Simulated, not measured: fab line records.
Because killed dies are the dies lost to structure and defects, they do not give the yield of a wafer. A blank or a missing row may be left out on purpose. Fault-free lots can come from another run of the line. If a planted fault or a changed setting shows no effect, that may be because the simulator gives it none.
Which tool did it?    flow sfq line    9 lots with 27 wafers sampled at 2 steps, on a route of 325 steps

== WHAT THE GAUGES READ, wafer by wafer ==
The record lacks any reading of a measuring or inspecting step that a usual standard deviation could be used to judge.

== WHICH TOOL RAN EACH LOT (tool, then ch and the chambers of the sampled wafers, then the start) ==
lot   SFQ_TRILAYER_I3_VIA_LITHO_COAT_090  SFQ_TRILAYER_I3_VIA_BARC_OPEN_VIA_ETCH_121
L290  litho track-01 ch 0, day 26 10:59   rie diel-03 ch 0,3, day 32 09:05
L291  litho track-04 ch 0, day 26 17:02   rie diel-04 ch 1,2,3, day 32 15:05
L292  litho track-03 ch 0, day 27 12:53   rie diel-03 ch 0,1,3, day 33 16:15
L293  litho track-03 ch 0, day 27 19:59   rie diel-04 ch 0,1,2, day 34 01:51
L294  litho track-04 ch 0, day 28 02:02   rie diel-04 ch 2,3, day 34 06:49
L304  litho track-01 ch 0, day 34 18:17   rie diel-04 ch 0,1,3, day 41 04:39
L311  litho track-04 ch 0, day 36 07:29   rie diel-03 ch 1,3, day 42 23:26
L312  litho track-03 ch 0, day 36 10:29   rie diel-01 ch 1,2, day 43 04:14
L313  litho track-04 ch 0, day 37 05:41   rie diel-04 ch 0,3, day 43 21:02
- SFQ_TRILAYER_I3_VIA_LITHO_COAT_090: resist thk 62 nm.
- SFQ_TRILAYER_I3_VIA_BARC_OPEN_VIA_ETCH_121: etches BARC in O2, target depth 125 nm, time 41.7 s.

== WHAT THE TOOLS THEMSELVES READ (means of the sampled wafers that have a number; where no wafer has one, the mark that the record gives instead) ==
SFQ_TRILAYER_I3_VIA_LITHO_COAT_090. Usual: chill plate temp C 23.00 C, standard deviation 0.12; exhaust pa 45.2 Pa, standard deviation 0.92.
lot   tool            chill plate temp C (C)  exhaust pa (Pa)  flag
L290  litho track-01  22.89                   44.7             
L291  litho track-04  23.07                   45.8             
L292  litho track-03  23.06                   45.4             
L293  litho track-03  23.05                   44.1             
L294  litho track-04  22.97                   44.3             
L304  litho track-01  23.02                   45.9             
L311  litho track-04  22.91                   45.5             
L312  litho track-03  22.91                   44.5             
L313  litho track-04  22.86                   45.8             

SFQ_TRILAYER_I3_VIA_BARC_OPEN_VIA_ETCH_121. Usual: drypump motor current A 5.6 A, standard deviation 0.37; oes product au 0.685 a.u., standard deviation 0.0048.
lot   tool         drypump motor current A (A)  oes product au (a.u.)  flag
L290  rie diel-03  5.4                          0.677                  
L291  rie diel-04  5.6                          0.683                  
L292  rie diel-03  5.6                          0.690                  
L293  rie diel-04  5.4                          0.685                  
L294  rie diel-04  5.7                          0.686                  
L304  rie diel-04  5.3                          0.698                  
L311  rie diel-03  5.3                          0.684                  
L312  rie diel-01  5.8                          0.686                  
L313  rie diel-04  5.4                          0.685                  

== THE ANSWER, worked out from the rows above alone ==
Rule: a lot counts as off when the mean over its wafers that have a number is more than 3 standard deviations away from the usual mean. A lot without any number at a reading at which 4 lots or more have one is off too. All remaining lots with rows at the step are treated as sound. After the gauges, taken in route order, come the tools' own readings; for these a lot's mean is taken, as printed above. At the first step where some lot is off, the reading lying furthest off is the one used; lots without a number count as furthest.
No lot is off at any reading shown: from this, nothing can be told.

== WHAT THE SIMULATOR PUT IN ==
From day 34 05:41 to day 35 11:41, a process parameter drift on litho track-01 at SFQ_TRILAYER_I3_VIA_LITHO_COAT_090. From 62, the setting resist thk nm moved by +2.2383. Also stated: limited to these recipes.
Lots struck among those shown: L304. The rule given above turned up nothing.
